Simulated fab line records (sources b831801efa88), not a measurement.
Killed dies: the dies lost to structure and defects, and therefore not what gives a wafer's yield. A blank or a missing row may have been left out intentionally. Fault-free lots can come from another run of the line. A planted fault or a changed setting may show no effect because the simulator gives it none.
A lot that was struck, set against a sound lot	flow sky130	15 steps out of a route of 708
Sound: the wafers L668.1, L668.3, L668.5. Struck: wafers L680.4, L680.6 (left out: L680.3, a lot-mate that was not struck); the cause follows at the end.
For every step that has rows: the tool of each side, followed by ch and its chambers, followed by its first start. Under that, the readings that differ: sound wafers	struck wafers	difference of the means	sigmas: that difference in standard deviations of wafers without a fault.
alike: readings with means less than 2 such deviations apart, plus words and numbers identical on both sides. not compared: withheld readings, readings lacking a value on some wafer, bounds such as >300 that could conceal the same value, and numbers that have no deviation in the record and whose values overlap.
The two part at a step that has a row with sigmas, a row that says differs or no value, or rows on one side only. Numbers that have no deviation but don't overlap get no sigmas and don't part them. Lack of a reading on every wafer of one side parts them only where that side has two or more wafers.

first, 1 step without rows for these wafers: SKY_METAL5_CLEAN_19 (cleans in O3/DIW).
SKY_PASSIVATION_CVD_00: deposits SiO2, target thk 90 nm.
  sound on pecvd-01 ch 1,2, day 44 00:46; struck on pecvd-01 ch 0,2, day 47 01:16
  alike: heater_power_w, rf_fwd_power_W
SKY_PASSIVATION_THK_MEAS_01:
  sound on film_metro-03 at day 44 00:47; struck on film_metro-04 at day 47 01:18
reading	sound	struck	difference	sigmas
PASSIVATION_CVD_00_THK (nm)	88.6 87.8 88.6	92.0 91.1	+3.2	+2
SKY_PASSIVATION_CVD_02: deposits Si3N4, target thk 540 nm.
  sound on pecvd-02 ch 1,2, day 44 00:51; struck on pecvd-04 ch 0,2, day 47 01:20
  alike: heater_power_w, rf_fwd_power_W
SKY_PASSIVATION_THK_MEAS_03:
  sound on film_metro-02 at day 44 01:05; struck on film_metro-04 at day 47 01:35
  alike: PASSIVATION_CVD_02_THK
then, 7 steps without rows for these wafers: SKY_PASSIVATION_DEHYDRATE_04 (time 60 s); SKY_PASSIVATION_HMDS_05 (prime time 60 s); SKY_PASSIVATION_COAT_06 (resist thk 3000 nm); SKY_PASSIVATION_SOFTBAKE_07; SKY_PASSIVATION_EXPOSE_08 (exposes mask NSM, target cd 3000 nm); SKY_PASSIVATION_PEB_09; SKY_PASSIVATION_DEVELOP_10 (develop time 60 s).
SKY_PASSIVATION_ETCH_11: etches the open film in CF4/O2, stops on AlCu, target depth 725 nm, time 161.1 s.
  sound on rie_diel-03 ch 0,3, day 44 23:00; struck on rie_diel-03 ch 0, day 47 21:41
reading	sound	struck	difference	sigmas
oes_product_au (a.u.)	0.974 0.973 0.976	0.745 0.757	-0.223	-31
throttle_valve_pct (%)	5.960 5.958 5.949	5.901 5.898	-0.056	-6
model.PASSIVATION.feature_depth_nm (nm)	702.6 698.9 704.1	435.2 436.9	-265.8	
model.etch.depth_nm (nm)	702.6 698.9 704.1	435.2 436.9	-265.8	
model.coat_of_PASSIVATION_COAT_06.thk_nm (nm)	2536 2527 2528	2712 2714	+183	
  alike: drypump_motor_current_A, rf_fwd_power_W
  not compared: rf_hours_counter_h
SKY_PASSIVATION_STRIP_12: strips in O2/N2.
  sound on plasma_asher-03 ch 0, day 44 23:06; struck on plasma_asher-04 ch 1, day 47 21:49
reading	sound	struck	difference	sigmas
strip_time_to_endpoint_s (s)	31.77 31.64 31.66	33.77 33.80	+2.09	+16
  alike: drypump_motor_current_A, oes_product_au
  not compared: rf_hours_counter_h
then, 1 step without rows for these wafers: SKY_PAD_OPEN_DEHYDRATE_00 (time 60 s).

## WHERE THEY PART
Earliest at SKY_PASSIVATION_THK_MEAS_01; latest, in this record, at SKY_PASSIVATION_STRIP_12.

WHY: what the simulator had put in
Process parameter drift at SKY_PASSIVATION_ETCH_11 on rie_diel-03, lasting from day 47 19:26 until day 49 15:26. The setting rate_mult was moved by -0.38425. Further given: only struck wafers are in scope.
